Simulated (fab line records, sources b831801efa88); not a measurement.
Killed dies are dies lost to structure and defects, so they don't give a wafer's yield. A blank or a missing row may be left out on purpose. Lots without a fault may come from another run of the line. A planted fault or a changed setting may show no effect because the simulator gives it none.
fab line records | flow sky130
record lots=6 wafers=18 last_day=49
route steps=708 shown CAP2M@620 METAL4@621 VIA4@639 METAL5@661 PAD_OPEN@708
lots that met no fault: from a run of the same line without faults
start_h: hours from the record's first day to the start of the lot's first wafer shown | wait_h: hours since the lot's step before | " the same as in the row above | L1.1+2: a row that stands for several wafers | - no value, or no start given | * or withheld: withheld | < > ~ a bound
route shown NAME@n: a module of which the file shows steps, and the number in the route of the first | usual: mean/standard deviation of fault-free wafers | same: alike in all rows | chamber/n: place in a boat | sites: the reading at each site | _std_site: their standard deviation | _edge_site: outer sites' mean less inner sites' | radius_mm: how far each site lies from the wafer's centre | mask NAME#n: copy n | behind: the tool/chamber that last shaped the wafer | hold: why the lot was held/for how many hours/how that ended | device: the transistor (n, p or np) that didn't switch | end of line: the same wafers' tests at the end of the route | a step without rows: its recipe alone | killed: dies lost to structure and defects at the first sort, not the wafer's yield | map: a wafer's dies, x killed, . not, _ none there
set.NAME: the setting as run; set.NAME@STEP: as run at that earlier step | model.NAME: the simulator's own value behind a step, which no gauge read
lots at some steps of the route; a table a step, a row a wafer
services: from which hour (start_h, from the record's first day; less than 0 if before it) a tool's chamber was out of use, for how many hours, and why
## steps
# step SKY_CAP2M_CLEAN_17
# recipe chemistry=O3/DIW dry=n2_spin
# step SKY_METAL4_DEHYDRATE_05
# recipe temp_c=200 time_s=60
# step SKY_METAL4_HMDS_06
# recipe prime_time_s=60 prime_temp_c=120
# step SKY_METAL4_COAT_07
# recipe resist=BARC temp_c=withheld time_s=withheld spin_rpm=3000 resist_thk_nm=60
# step SKY_METAL4_COAT_08
# recipe resist=KrF-thick spin_rpm=3000 resist_thk_nm=1140
# step SKY_METAL4_SOFTBAKE_09
# recipe temp_c=100 time_s=90 resist=KrF-thick
# step SKY_METAL4_EXPOSE_10
# recipe mask_id=MM4 na=0.68 source_shape=annular sigma_inner=0.4 sigma_outer=0.8 target_cd_nm=300 dose_mj=28
# step SKY_METAL4_PEB_11
# recipe peb_temp_c=withheld peb_time_s=withheld resist=KrF-thick
# step SKY_METAL4_DEVELOP_12
# recipe develop_time_s=60 resist=KrF-thick dev_temp_c=21
# step SKY_METAL4_CD_MEAS_13
# recipe target_cd_nm=300
# usual cd_nm=299.9/1.4
# columns lot.wafer tool chamber start_h wait_h cd_nm
L622.1 cd_sem-01 - 1006.83 - 297.9
L622.2 " - " " 297.3
L622.3 " - " " 297.3
L621.1 cd_sem-02 - 1007.41 - 298.8
L621.3 " - " " 298.2
L621.4 " - " " 300.2
L627.1 cd_sem-01 - 1054.16 - 299.7
L627.2 " - " " 300.7
L627.6 " - " " 299.3
L630.1 cd_sem-01 - 1066.98 - 301.1
L630.3 " - " " 300.8
L630.6 " - " " 300.6
L632.1 cd_sem-01 - 1076.11 - 299.3
L632.3 " - " " 298.5
L632.4 " - " " 299.2
L634.1 cd_sem-01 - 1086.63 - 298.7
L634.5 " - " " 297.9
L634.6 " - " " 296.2
# step SKY_METAL4_OVL_MEAS_14
# usual METAL4_OVL=0/6.1
# columns lot.wafer tool chamber start_h wait_h METAL4_OVL[nm]
L622.1 overlay-01 - 1006.95 0.1 7
L622.2 " - " " 7
L622.3 " - " " 3
L621.1 overlay-01 - 1007.53 0.1 -1
L621.3 " - " " 1
L621.4 " - " " 2
L627.1 overlay-02 - 1054.28 0.1 -1
L627.2 " - " " 1
L627.6 " - " " 4
L630.1 overlay-02 - 1067.10 0.1 17
L630.3 " - " " 7
L630.6 " - " " 4
L632.1 overlay-01 - 1076.23 0.1 -1
L632.3 " - " " 2
L632.4 " - " " 7
L634.1 overlay-01 - 1086.75 0.1 -3
L634.5 " - " " 1
L634.6 " - " " 0
# step SKY_METAL4_DESCUM_15
# recipe chemistry=O2 source_power_w=150 bias_power_w=0 pressure_mtorr=10 temp_c=40 time_s=8
# step SKY_METAL4_ETCH_16
# recipe chemistry=N2/H2 target=BARC ion_energy_ev=200 bias_w=100 pressure_mtorr=30 n2_flow_sccm=100 h2_flow_sccm=200 icp_w=500 stop_on=SiO2 time_s=88.2 target_depth_a=600
# usual drypump_motor_current_A=5.6/0.49 n2_flow_sccm=100.0/0.3 oes_product_au=0.625/0.0044 throttle_valve_pct=13.205/0.0095
# columns lot.wafer tool chamber start_h wait_h drypump_motor_current_A n2_flow_sccm oes_product_au rf_hours_counter_h throttle_valve_pct
L622.1 rie_metal-02 1 1007.01 0.0 6.4 100.1 0.617 10 13.203
L622.2 " 0 " " 5.3 100.2 0.632 19 13.198
L622.3 " 0 " " 5.4 99.9 0.623 - 13.198
L621.1 rie_metal-01 0 1007.60 0.0 5.6 100.1 0.624 10 13.207
L621.3 " 0 " " 5.6 99.8 0.625 - 13.196
L621.4 " 1 " " 5.6 99.9 0.628 - 13.212
L627.1 rie_metal-02 1 1054.35 0.0 6.4 100.0 0.629 13 13.215
L627.2 " 0 " " 5.3 99.6 0.625 23 13.195
L627.6 " 1 " " 6.4 100.3 0.629 - 13.192
L630.1 rie_metal-01 1 1067.17 0.0 5.6 100.4 0.623 18 13.203
L630.3 " 0 " " 5.6 99.8 0.620 - 13.200
L630.6 " 0 " " 5.6 100.2 0.622 - 13.213
L632.1 rie_metal-02 0 1076.30 0.0 5.3 100.0 0.632 25 13.196
L632.3 " 1 " " 6.4 100.0 0.624 - 13.203
L632.4 " 0 " " 5.3 100.0 0.624 - 13.199
L634.1 rie_metal-02 1 1086.82 0.0 6.4 100.1 0.621 16 13.202
L634.5 " 1 " " 6.4 99.9 0.625 - 13.222
L634.6 " 0 " " 5.4 100.0 0.630 - 13.216
# step SKY_METAL4_ETCH_17
# recipe target=SiO2 stop_on=TiN chemistry=C4F8/O2/Ar source_w=1500 bias_w=1200 pressure_mtorr=40 c4f8_flow_sccm=withheld O2_flow_sccm=6 Ar_flow_sccm=300 time_s=3.9 target_depth_a=150
# usual oes_product_au=0.755/0.0076
# columns lot.wafer tool chamber start_h wait_h oes_product_au rf_hours_counter_h
L622.1 rie_diel-01 1 1007.11 0.1 0.747 4
L622.2 " 0 " " 0.754 11
L622.3 " 3 " " 0.750 13
L621.1 rie_diel-04 1 1007.70 0.1 0.749 10
L621.3 " 0 " " 0.755 14
L621.4 " 3 " " 0.746 -
L627.1 rie_diel-04 3 1054.45 0.1 0.750 7
L627.2 " 0 " " 0.756 16
L627.6 " 2 " " 0.751 -
L630.1 rie_diel-04 2 1067.26 0.1 0.763 16
L630.3 " 3 " " 0.761 7
L630.6 " 2 " " 0.757 -
L632.1 rie_diel-04 1 1076.40 0.1 0.770 11
L632.3 " 2 " " 0.748 16
L632.4 " 3 " " 0.773 7
L634.1 rie_diel-02 2 1086.91 0.1 0.760 13
L634.5 " 3 " " 0.766 -
L634.6 " 2 " " 0.761 -
# step SKY_METAL4_METAL_ETCH_18
# recipe target_depth_a=8450 stop_on=SiO2 over_etch_frac=0.3 time_s=183.1 chemistry=Cl2/BCl3 resist_sidewall_deg=88 pressure_mtorr=10 icp_w=900 bias_w=48.5 Cl2_flow_sccm=60 bcl3_flow_sccm=30
# step SKY_METAL4_STRIP_19
# recipe chemistry=O2/N2 power_w=1400 pressure_mtorr=1500 platen_temp_c=withheld o2_flow_sccm=3000 n2_flow_sccm=300 overash_fraction=0.5
# step SKY_METAL4_STRIP_20
# recipe chemistry=post_etch_residue_remover time_s=1200 temp_c=72.5
# step SKY_METAL4_CLEAN_21
# recipe chemistry=IPA time_s=180 temp_c=25
# step SKY_METAL4_CLEAN_22
# recipe chemistry=O3/DIW dry=n2_spin
# step SKY_VIA4_HDPCVD_00
# recipe material=SiO2 target_thk_nm=1750 sigma_open_frac=0.3 time_s=291.7 temp_c=400 sih4_flow_sccm=60 pressure_mtorr=6
# step SKY_VIA4_THK_MEAS_01
# recipe reads=SiO2_of_VIA4_HDPCVD_00
# usual VIA4_HDPCVD_THK=1751/15
# columns lot.wafer tool chamber start_h wait_h VIA4_HDPCVD_THK[nm]
L622.1 film_metro-03 - 1008.08 0.1 1773
L622.2 " - " " 1774
L622.3 " - " " 1749
L621.1 film_metro-03 - 1008.67 0.1 1755
L621.3 " - " " 1755
L621.4 " - " " 1735
L627.1 film_metro-03 - 1055.45 0.1 1769
L627.2 " - " " 1766
L627.6 " - " " 1774
L630.1 film_metro-02 - 1068.40 0.2 1756
L630.3 " - " " 1733
L630.6 " - " " 1742
L632.1 film_metro-01 - 1077.42 0.1 1759
L632.3 " - " " 1774
L632.4 " - " " 1772
L634.1 film_metro-03 - 1087.88 0.1 1754
L634.5 " - " " 1753
L634.6 " - " " 1743
# step SKY_VIA4_CMP_02
# recipe material=SiO2 down_force_psi=4 platen_rpm=60 pad_velocity_m_s=0.94248
# step SKY_VIA4_BOW_MEAS_03
# recipe mode=bow
# usual VIA4_BOW=81/8
# columns lot.wafer tool chamber start_h wait_h VIA4_BOW[um]
L622.1 film_metro-02 - 1008.44 0.2 70
L622.2 " - " " 83
L622.3 " - " " 92
L621.1 film_metro-02 - 1009.03 0.1 78
L621.3 " - " " 80
L621.4 " - " " 74
L627.1 film_metro-03 - 1055.81 0.2 90
L627.2 " - " " 92
L627.6 " - " " 96
L630.1 film_metro-03 - 1068.79 0.2 65
L630.3 " - " " 81
L630.6 " - " " 82
L632.1 film_metro-01 - 1078.02 0.2 80
L632.3 " - " " 65
L632.4 " - " " 64
L634.1 film_metro-03 - 1088.56 0.2 88
L634.5 " - " " 80
L634.6 " - " " 88
# step SKY_VIA4_DEHYDRATE_04
# recipe temp_c=200 time_s=60
# step SKY_VIA4_HMDS_05
# recipe prime_time_s=60 prime_temp_c=120
# step SKY_VIA4_COAT_06
# recipe resist=NOVOLAK spin_rpm=3000 resist_thk_nm=1140
# step SKY_VIA4_SOFTBAKE_07
# recipe temp_c=90 time_s=60 resist=NOVOLAK
# step SKY_VIA4_EXPOSE_08
# recipe mask_id=VIM4 na=0.6 source_shape=conventional sigma_outer=0.6 polarization=unpolarized target_cd_nm=800 dose_mj=132
# step SKY_VIA4_PEB_09
# recipe temp_c=withheld time_s=* resist=NOVOLAK
# step SKY_VIA4_DEVELOP_10
# recipe resist=NOVOLAK developer=TMAH develop_time_s=60 dev_temp_c=23
# step SKY_VIA4_OVL_MEAS_11
# usual VIA4_OVL=-0.4/1.5
# columns lot.wafer tool chamber start_h wait_h VIA4_OVL[nm]
L622.1 overlay-01 - 1031.99 0.1 1.8
L622.2 " - " " 0.6
L622.3 " - " " -0.7
L621.1 overlay-02 - 1032.29 0.1 0.7
L621.3 " - " " 1.1
L621.4 " - " " 1.7
L627.1 overlay-02 - 1076.29 0.1 0.2
L627.2 " - " " -0.5
L627.6 " - " " -0.9
L630.1 overlay-02 - 1089.18 0.1 -0.3
L630.3 " - " " -0.8
L630.6 " - " " 1.5
L632.1 overlay-02 - 1098.27 0.1 2.0
L632.3 " - " " 1.7
L632.4 " - " " 1.5
L634.1 overlay-01 - 1108.19 0.1 -2.2
L634.5 " - " " -4.0
L634.6 " - " " -2.8
# step SKY_VIA4_ETCH_12
# recipe target=SiO2 chemistry=C4F8/O2/Ar stop_on=TiN mask_material=NOVOLAK source_w=1500 bias_w=1200 pressure_mtorr=40 c4f8_flow_sccm=withheld O2_flow_sccm=6 Ar_flow_sccm=300 time_s=withheld target_depth_a=5800
# step SKY_VIA4_STRIP_13
# recipe chemistry=O2/N2 power_w=1400 pressure_mtorr=1500 platen_temp_c=withheld o2_flow_sccm=3000 n2_flow_sccm=300 overash_fraction=0.5
# usual drypump_motor_current_A=5.8/0.4 n2_flow_sccm=300.1/0.84 o2_flow_sccm=2999/8.9 oes_product_au=0.709/0.0046 strip_time_to_endpoint_s=12.800/0.026
# same overash_fraction=0.5
# columns lot.wafer tool chamber start_h wait_h drypump_motor_current_A n2_flow_sccm o2_flow_sccm oes_product_au rf_hours_counter_h strip_time_to_endpoint_s
L622.1 plasma_asher-03 1 1032.10 - 6.5 299.9 3009 0.705 86 12.757
L622.2 " 0 " " 5.4 301.5 2981 0.716 86 12.811
L622.3 " 0 " " 5.4 300.7 2990 0.702 - 12.815
L621.1 plasma_asher-02 0 1032.40 - 6.3 300.0 2996 0.709 62 12.804
L621.3 " 0 " " 6.3 299.1 2999 0.712 - 12.836
L621.4 " 1 " " 5.4 299.1 2989 0.712 - 12.768
L627.1 plasma_asher-01 1 1076.40 - 6.1 300.3 3003 0.710 33 12.789
L627.2 " 0 " " 5.6 299.6 3005 0.709 33 12.803
L627.6 " 1 " " 6.0 301.9 3011 0.715 - 12.827
L630.1 plasma_asher-02 0 1089.29 - 6.3 300.2 3013 0.706 67 12.786
L630.3 " 1 " " 5.4 299.0 2995 0.708 - 12.823
L630.6 " 1 " " 5.4 299.2 2983 0.711 - 12.822
L632.1 plasma_asher-02 1 1098.38 - 5.4 300.2 2995 0.714 68 12.830
L632.3 " 1 " " 5.4 299.7 3003 0.713 - 12.813
L632.4 " 0 " " 6.2 299.5 3007 0.705 - 12.773
L634.1 plasma_asher-01 0 1108.30 - 5.6 300.0 3005 0.712 36 12.856
L634.5 " 1 " " 6.1 299.4 2989 0.705 - 12.809
L634.6 " 0 " " 5.6 299.5 2992 0.708 - 12.835
# step SKY_VIA4_STRIP_14
# recipe chemistry=post_etch_residue_remover time_s=1200 temp_c=72.5
# step SKY_VIA4_CLEAN_15
# recipe chemistry=IPA time_s=180 temp_c=25
# step SKY_VIA4_CLEAN_16
# recipe chemistry=O3/DIW dry=n2_spin
# step SKY_VIA4_SPUTTER_17
# recipe material=TiN target_thk_nm=20 chamber_pressure_pa=5 power_w=4000 time_s=80
# usual throttle_valve_pct=29.8/1.2
# columns lot.wafer tool chamber start_h wait_h throttle_valve_pct
L622.1 pvd_sputter-03 - 1032.73 0.0 30.8
L622.2 " - " " 29.4
L622.3 " - " " 30.2
L621.1 pvd_sputter-04 - 1033.00 0.0 28.5
L621.3 " - " " 28.0
L621.4 " - " " 31.6
L627.1 pvd_sputter-02 - 1077.03 0.0 29.6
L627.2 " - " " 30.4
L627.6 " - " " 30.6
L630.1 pvd_sputter-02 - 1089.91 0.0 30.6
L630.3 " - " " 29.6
L630.6 " - " " 30.6
L632.1 pvd_sputter-04 - 1098.97 0.0 31.5
L632.3 " - " " 28.3
L632.4 " - " " 28.7
L634.1 pvd_sputter-02 - 1108.89 0.0 30.2
L634.5 " - " " 30.3
L634.6 " - " " 29.2
# step SKY_VIA4_CVD_18
# recipe material=W target_thk_nm=505 time_s=152.14 temp_c=400 pressure_torr=40
# usual heater_power_w=861/45
# columns lot.wafer tool chamber start_h wait_h heater_power_w
L622.1 cvd_w-01 1 1032.79 0.0 889
L622.2 " 0 " " 851
L622.3 " 0 " " 807
L621.1 cvd_w-02 1 1033.06 0.0 788
L621.3 " 0 " " 879
L621.4 " 1 " " 792
L627.1 cvd_w-02 1 1077.09 0.0 783
L627.2 " 0 " " 889
L627.6 " 0 " " 890
L630.1 cvd_w-02 0 1089.97 0.0 904
L630.3 " 1 " " 790
L630.6 " 0 " " 909
L632.1 cvd_w-01 1 1099.03 0.0 928
L632.3 " 1 " " 897
L632.4 " 0 " " 829
L634.1 cvd_w-01 1 1108.96 0.0 910
L634.5 " 0 " " 837
L634.6 " 1 " " 875
# step SKY_VIA4_RS_MEAS_19
# recipe thk_meas_gauge=four-point-probe reads=W_of_VIA4_CVD_18+TiN_of_VIA4_SPUTTER_17
# usual VIA4_W_RS=0.2254/0.0021
# columns lot.wafer tool chamber start_h wait_h VIA4_W_RS[ohm/sq]
L622.1 film_metro-01 - 1032.95 0.1 0.2270
L622.2 " - " " 0.2274
L622.3 " - " " 0.2262
L621.1 film_metro-03 - 1033.22 0.1 0.2255
L621.3 " - " " 0.2195
L621.4 " - " " 0.2259
L627.1 film_metro-01 - 1077.24 0.1 0.2292
L627.2 " - " " 0.2282
L627.6 " - " " 0.2258
L630.1 film_metro-02 - 1090.12 0.1 0.2260
L630.3 " - " " 0.2228
L630.6 " - " " 0.2224
L632.1 film_metro-03 - 1099.19 0.1 0.2277
L632.3 " - " " 0.2274
L632.4 " - " " 0.2243
L634.1 film_metro-02 - 1109.11 0.1 0.2274
L634.5 " - " " 0.2262
L634.6 " - " " 0.2249
# step SKY_VIA4_THK_MEAS_20
# recipe thk_meas_gauge=xrf reads=W_of_VIA4_CVD_18
# usual VIA4_W_THK=516/5.6
# columns lot.wafer tool chamber start_h wait_h VIA4_W_THK[nm]
L622.1 film_metro-01 - 1033.07 0.1 519
L622.2 " - " " 516
L622.3 " - " " 518
L621.1 film_metro-03 - 1033.34 0.1 523
L621.3 " - " " 531
L621.4 " - " " 518
L627.1 film_metro-01 - 1077.36 0.1 507
L627.2 " - " " 511
L627.6 " - " " 516
L630.1 film_metro-02 - 1090.24 0.1 510
L630.3 " - " " 517
L630.6 " - " " 516
L632.1 film_metro-03 - 1099.31 0.1 509
L632.3 " - " " 510
L632.4 " - " " 515
L634.1 film_metro-02 - 1109.23 0.1 509
L634.5 " - " " 512
L634.6 " - " " 514
# step SKY_VIA4_CMP_21
# recipe stop_on=SiO2 t_overpolish_s=25 down_force_psi=3.5 platen_rpm=60 target_thk_nm=0 pad_velocity_m_s=0.94248
# step SKY_METAL5_SPUTTER_00
# recipe material=Ti target_thk_nm=15 power_w=3000 time_s=10 chamber_pressure_pa=0.4
# usual throttle_valve_pct=29.7/1.1
# columns lot.wafer tool chamber start_h wait_h throttle_valve_pct
L622.1 pvd_sputter-01 - 1033.43 0.2 28.9
L622.2 " - " " 30.3
L622.3 " - " " 29.8
L621.1 pvd_sputter-02 - 1033.70 0.1 30.2
L621.3 " - " " 28.1
L621.4 " - " " 29.2
L627.1 pvd_sputter-02 - 1077.72 0.1 30.2
L627.2 " - " " 27.9
L627.6 " - " " 28.1
L630.1 pvd_sputter-04 - 1090.60 0.1 31.8
L630.3 " - " " 28.6
L630.6 " - " " 28.1
L632.1 pvd_sputter-04 - 1099.67 0.1 31.6
L632.3 " - " " 27.8
L632.4 " - " " 29.0
L634.1 pvd_sputter-02 - 1109.59 0.1 29.3
L634.5 " - " " 28.4
L634.6 " - " " 30.3
# step SKY_PAD_OPEN_PROBE_99
# usual defect_limited_yield=82.3/2 killed_at_M0_to_M3=43/7.3 killed_at_M4_up=3.2/1.8 killed_at_contacts=24/5.8 killed_at_front_end=16/4.5 killed_at_other=0.3/0.53 killed_dies=87/9.9 killed_open=48/6.8 killed_short=39/6.9 sort_bin_3_pad_short=0.8/0.42 sort_bin_5_function=10.4/1.6 sort_bin_6_memory=6.4/1.2 sort_n_pass=405/9.9 sort_yield_pct=82.3/2
# same gross_dies=492 killed_at_back_side=0 sort_bin_4_leakage[%]=0 sort_bin_8_speed[%]=0
# columns lot.wafer tool chamber start_h wait_h defect_limited_yield[%] killed_at_M0_to_M3 killed_at_M4_up killed_at_contacts killed_at_front_end killed_at_other killed_dies killed_open killed_short sort_bin_3_pad_short[%] sort_bin_5_function[%] sort_bin_6_memory[%] sort_n_pass sort_yield_pct[%] model.etest.tester.sort_n_pass model.etest.tester.sort_yield_pct model.etest.tester.sort_bin_5_pct model.etest.tester.sort_bin_3_pct
L622.1 prober-01 - 1099.78 0.1 80.3 50 3 22 22 0 97 58 39 1.2 11.4 7.1 395 80.3 395 80.28 11.38 1.22
L622.2 prober-01 - 1099.83 0.1 83.7 40 3 24 13 0 80 47 33 1.0 10.4 4.9 412 83.7 412 83.74 10.37 1.016
L622.3 prober-01 - 1099.88 0.2 82.5 41 5 23 17 0 86 45 41 0.6 10.4 6.5 406 82.5 406 82.52 10.37 0.6098
L621.1 prober-02 - 1100.81 0.1 81.9 53 2 19 15 0 89 48 41 0.6 9.8 7.7 403 81.9 403 81.91 9.756 0.6098
L621.3 prober-02 - 1100.91 0.2 78.7 50 6 23 26 0 105 46 59 1.6 10.4 9.3 387 78.7 387 78.66 10.37 1.626
L621.4 prober-02 - 1100.96 0.2 80.9 52 2 24 16 0 94 51 43 1.2 12.0 5.9 398 80.9 398 80.89 11.99 1.22
L627.1 prober-01 - 1138.89 0.1 79.3 49 3 30 20 0 102 54 48 1.4 11.8 7.5 390 79.3 390 79.27 11.79 1.423
L627.2 prober-01 - 1138.94 0.1 79.1 46 1 32 24 0 103 63 40 0.6 13.2 7.1 389 79.1 389 79.06 13.21 0.6098
L627.6 prober-01 - 1139.14 0.2 81.5 51 1 24 15 0 91 52 39 1.6 10.6 6.3 401 81.5 401 81.5 10.57 1.626
L630.1 prober-02 - 1150.80 0.1 83.5 47 4 19 11 0 81 44 37 0.6 11.4 4.5 411 83.5 411 83.54 11.38 0.6098
L630.3 prober-02 - 1150.90 0.2 80.3 46 2 35 13 1 97 51 46 0.8 12.2 6.7 395 80.3 395 80.28 12.2 0.813
L630.6 prober-02 - 1151.05 0.2 83.7 37 4 26 13 0 80 55 25 0.2 9.6 6.5 412 83.7 412 83.74 9.553 0.2033
L632.1 prober-02 - 1158.26 0.1 73.6 47 40 16 26 1 130 48 44 3.0 17.7 5.7 362 73.6 362 73.58 17.68 3.049
L632.3 prober-02 - 1158.36 0.2 75.6 48 43 16 13 0 120 35 44 2.8 15.4 6.1 372 75.6 372 75.61 15.45 2.846
L632.4 prober-02 - 1158.41 0.2 71.5 52 49 27 12 0 140 46 50 2.4 19.9 6.1 352 71.5 352 71.54 19.92 2.439
L634.1 prober-02 - 1168.05 0.1 75.2 36 45 26 15 0 122 45 34 2.8 16.5 5.5 370 75.2 370 75.2 16.46 2.846
L634.5 prober-02 - 1168.25 0.2 77.2 32 48 22 10 0 112 33 33 2.4 13.6 6.7 380 77.2 380 77.24 13.62 2.439
L634.6 prober-02 - 1168.30 0.2 75.4 47 44 17 13 0 121 48 31 1.8 16.3 6.5 371 75.4 371 75.41 16.26 1.829
# killed by level:class
L622.1 LI_CONTACT:geometric_particle:open=11 VIA1:geometric_particle:open=11 VIA1:geometric_particle:short=8 CONTACT:geometric_particle:open=8 VIA3:geometric_particle:open=8 POLY_GATE:geometric_particle:short=7 METAL2:geometric_particle:open=6 METAL2:geometric_particle:short=5
L622.2 VIA1:geometric_particle:open=11 VIA2:geometric_particle:open=11 LI_CONTACT:geometric_particle:open=6 CONTACT:geometric_particle:open=6 LI_CONTACT:geometric_particle:short=4 VIA3:geometric_particle:open=4 CONTACT:geometric_particle:short=4 FIELD_ISO:geometric_particle:open=3
L622.3 VIA1:geometric_particle:open=10 LI_CONTACT:geometric_particle:open=8 FIELD_ISO:geometric_particle:short=7 VIA2:geometric_particle:open=6 VIA3:geometric_particle:open=6 CONTACT:geometric_particle:open=5 METAL2:geometric_particle:short=5 CONTACT:geometric_particle:short=4
L621.1 VIA1:geometric_particle:open=10 METAL2:geometric_particle:short=10 LI_CONTACT:geometric_particle:open=9 METAL1:geometric_particle:short=8 VIA2:geometric_particle:open=8 VIA3:geometric_particle:open=6 CONTACT:geometric_particle:open=5 FIELD_ISO:geometric_particle:short=4
L621.3 METAL2:geometric_particle:short=11 FIELD_ISO:geometric_particle:open=8 VIA1:geometric_particle:open=7 LI_CONTACT:geometric_particle:open=7 FIELD_ISO:geometric_particle:short=6 CONTACT:geometric_particle:open=6 VIA2:geometric_particle:open=6 METAL1:geometric_particle:short=5
L621.4 VIA1:geometric_particle:open=14 METAL2:geometric_particle:short=12 CONTACT:geometric_particle:open=7 POLY_GATE:geometric_particle:open=6 LI_CONTACT:geometric_particle:open=6 FIELD_ISO:geometric_particle:short=5 LOCAL_INTERCONNECT:geometric_particle:short=5 VIA1:geometric_particle:short=5
L627.1 VIA1:geometric_particle:open=16 CONTACT:geometric_particle:open=10 FIELD_ISO:geometric_particle:short=8 LI_CONTACT:geometric_particle:open=7 METAL2:geometric_particle:short=7 VIA3:geometric_particle:open=6 METAL1:geometric_particle:short=6 POLY_GATE:geometric_particle:open=5
L627.2 CONTACT:geometric_particle:open=13 VIA1:geometric_particle:open=12 LI_CONTACT:geometric_particle:open=11 VIA2:geometric_particle:short=8 POLY_GATE:geometric_particle:open=7 FIELD_ISO:geometric_particle:open=6 METAL1:geometric_particle:short=6 VIA2:geometric_particle:open=5
L627.6 CONTACT:geometric_particle:open=15 VIA1:geometric_particle:open=12 VIA2:geometric_particle:open=9 METAL2:geometric_particle:short=8 CONTACT:geometric_particle:short=5 VIA1:geometric_particle:short=4 FIELD_ISO:geometric_particle:short=3 LI_CONTACT:geometric_particle:open=3
L630.1 METAL1:geometric_particle:short=9 LI_CONTACT:geometric_particle:open=7 VIA1:geometric_particle:open=7 VIA3:geometric_particle:open=6 METAL2:geometric_particle:short=6 VIA2:geometric_particle:short=4 CONTACT:geometric_particle:open=4 VIA2:geometric_particle:open=4
L630.3 VIA1:geometric_particle:open=17 LI_CONTACT:geometric_particle:open=10 METAL2:geometric_particle:short=10 FIELD_ISO:geometric_particle:short=8 CONTACT:geometric_particle:open=8 LI_CONTACT:geometric_particle:short=6 LOCAL_INTERCONNECT:geometric_particle:short=6 VIA2:geometric_particle:open=5
L630.6 VIA1:geometric_particle:open=13 CONTACT:geometric_particle:open=11 VIA2:geometric_particle:open=9 LI_CONTACT:geometric_particle:open=7 FIELD_ISO:geometric_particle:open=6 METAL1:geometric_particle:short=4 LOCAL_INTERCONNECT:geometric_particle:short=3 VIA1:geometric_particle:short=3
L632.1 METAL4:unspecified=38 VIA2:geometric_particle:open=11 VIA1:geometric_particle:open=11 FIELD_ISO:geometric_particle:short=9 FIELD_ISO:geometric_particle:open=8 METAL1:geometric_particle:short=7 METAL2:geometric_particle:short=7 LI_CONTACT:geometric_particle:open=6
L632.3 METAL4:unspecified=41 METAL1:geometric_particle:short=12 VIA1:geometric_particle:short=8 CONTACT:geometric_particle:open=7 FIELD_ISO:geometric_particle:open=6 VIA1:geometric_particle:open=6 FIELD_ISO:geometric_particle:short=5 METAL2:geometric_particle:short=5
L632.4 METAL4:unspecified=44 VIA1:geometric_particle:open=12 CONTACT:geometric_particle:short=9 VIA1:geometric_particle:short=9 METAL1:geometric_particle:short=8 CONTACT:geometric_particle:open=7 VIA2:geometric_particle:open=6 LI_CONTACT:geometric_particle:open=5
L634.1 METAL4:unspecified=43 CONTACT:geometric_particle:open=8 VIA1:geometric_particle:open=7 FIELD_ISO:geometric_particle:short=5 LI_CONTACT:geometric_particle:open=5 LOCAL_INTERCONNECT:geometric_particle:short=5 CONTACT:geometric_particle:short=5 VIA3:geometric_particle:open=5
L634.5 METAL4:unspecified=46 VIA1:geometric_particle:open=8 CONTACT:geometric_particle:open=6 VIA1:geometric_particle:short=6 VIA2:geometric_particle:open=6 LI_CONTACT:geometric_particle:open=5 LOCAL_INTERCONNECT:geometric_particle:short=5 FIELD_ISO:geometric_particle:open=4
L634.6 METAL4:unspecified=42 VIA3:geometric_particle:open=13 VIA1:geometric_particle:open=10 CONTACT:geometric_particle:open=7 LI_CONTACT:geometric_particle:open=4 VIA1:geometric_particle:short=4 VIA3:geometric_particle:short=4 FIELD_ISO:geometric_particle:short=3
# map L632.4 (x killed, . not)
__________x......x.._________
________.xx..........._______
______...........x......_____
_____xxx.x..x............____
____...x..x....x..........___
___...x...xx...............__
__......x.......x.......x..._
_...x..x.x...x.x..xx.........
_xx..x.....xxx......x..xx....
_....x...........xx.x.......x
_...x.x..x..x................
_.....x....x.xxxx....x....xx.
_..x..x.xxxxxxxxx.....xx.x...
_....x..xxxxxxxxx.x.x.x......
_...x.x.x.xxxxxxxx.....x...x.
__....xxx.xxxxxxx.xxx.....xx_
___..x...xxxxxx.x.....x....__
____.x..x...x..x...x......___
_____..x......xxxx...x.x.____
______.xx...xxx.x......._____
________......x...x..._______
__________......xx.x_________
# map L634.1 (x killed, . not)
__________..x.x..xxx_________
________.........x...._______
______.....x.........xx._____
_____............x.x....x____
____..............x.x.x...___
___x..x...xx....x.....x....__
__.............x............_
_.x......x.............x.xx..
_...x...x..x.xx.xx.x......x..
_..............xxxx.x....x...
_..x.....x...xxxxxx.....x....
_..........xxxxxxxxxx....xx..
_.x.........xxxxxxxx.xx...xx.
_....x....xxxxxxxxxx...x.x...
_...x.xx.x.x...xxxx.......x.x
__.x.....x.......x....x.x.xx_
___.......................x__
____...x....x..x..x.....x.___
_____.......x.........x..____
______.......x...x..x..._____
________......x....x.._______
__________x........x_________
## services
# columns tool chamber start_h hours kind
rie_diel-02 3 988.49 2.6 repair
rie_diel-02 3 991.11 - clean
rie_diel-02 3 991.11 25.7 scheduled_down
rie_diel-02 3 991.11 25.7 vent_cycle
rie_diel-01 - 991.22 2.8 pm
pvd_sputter-03 - 997.30 3.7 repair
rie_diel-04 2 1006.71 5.0 repair
rie_diel-02 1 1013.53 10.8 repair
rie_diel-04 1 1027.84 20.8 repair
rie_diel-01 3 1036.92 49.9 repair
pvd_sputter-01 - 1065.34 3.5 repair
rie_diel-01 - 1073.68 0.8 repair
plasma_asher-02 - 1076.80 2.8 pm
pvd_sputter-02 - 1096.19 4.7 repair
rie_diel-02 3 1105.84 9.0 repair
rie_diel-02 1 1108.88 1.5 repair
## key
first_sign step=SKY_PAD_OPEN_PROBE_99 reading=killed_at_M4_up direction=up sigmas=23 usual=3.2 struck=44.8
effect step=SKY_PAD_OPEN_PROBE_99 reading=sort_bin_3_pad_short direction=up sigmas=4.1 usual=0.8 struck=2.6
model_effect step=SKY_PAD_OPEN_PROBE_99 value=etest.tester.sort_n_pass without=406 struck=367.8
met_at SKY_METAL4_ETCH_16
struck_wafers L632.1,L632.3,L632.4,L634.1,L634.5,L634.6
onset_between 1054.35 1076.30
also_fits time
fault kind=chamber_particle_source tool=rie_metal-02 chamber=- onset_h=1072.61 steps=SKY_METAL4_ETCH_16 rate_per_visit_cm2=0.45117 end_h=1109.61
